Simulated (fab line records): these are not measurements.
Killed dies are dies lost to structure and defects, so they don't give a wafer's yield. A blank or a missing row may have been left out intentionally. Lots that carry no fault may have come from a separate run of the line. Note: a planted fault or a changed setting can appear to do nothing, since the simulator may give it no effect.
Which tool is to blame?    flow gf180mcu    at 1 step of a route of 602, 7 lots with 21 wafers sampled

## WHAT EACH GAUGE READ, for each wafer
GF_NWELL_OVL_MEAS_07.
lot   measured     on          NWELL_OVL (nm)
L355  day 3 21:40  overlay-02  -0.3 1.4 -0.3
L358  day 4 14:52  overlay-01  1.2 1.2 -1.1
L360  day 4 23:22  overlay-02  -2.9 -3.7 -3.8
L362  day 5 11:28  overlay-01  -0.3 -0.4 -0.4
L367  day 6 15:32  overlay-01  2.9 1.4 2.4
L371  day 7 12:31  overlay-02  0.9 -1.0 -2.9
L377  day 8 19:25  overlay-01  -0.8 -0.8 0.4

## TOOL THAT RAN EACH LOT (tool first, then ch and the chambers of the sampled wafers, then the start)
There is no process step in the record ahead of these readings.

## THE ANSWER, worked out from the rows above alone
Rule: what is usual is taken from the lots themselves. Put in order of their means at a reading, lots are off if they are a third of the lots or fewer, leave a main group of 4 or more, and stand apart from it by a gap of 3 or more times the standard deviation of the main group's means; of several such gaps the widest counts. A main group whose means are all the same, to the digits that the tables above print for the reading, isn't used. A lot without any number at a reading at which 4 lots or more have one is off too. The other lots that the step has rows for count as sound.
None of the lots is off at any reading shown; this tells nothing.

## WHAT THE SIMULATOR PUT IN
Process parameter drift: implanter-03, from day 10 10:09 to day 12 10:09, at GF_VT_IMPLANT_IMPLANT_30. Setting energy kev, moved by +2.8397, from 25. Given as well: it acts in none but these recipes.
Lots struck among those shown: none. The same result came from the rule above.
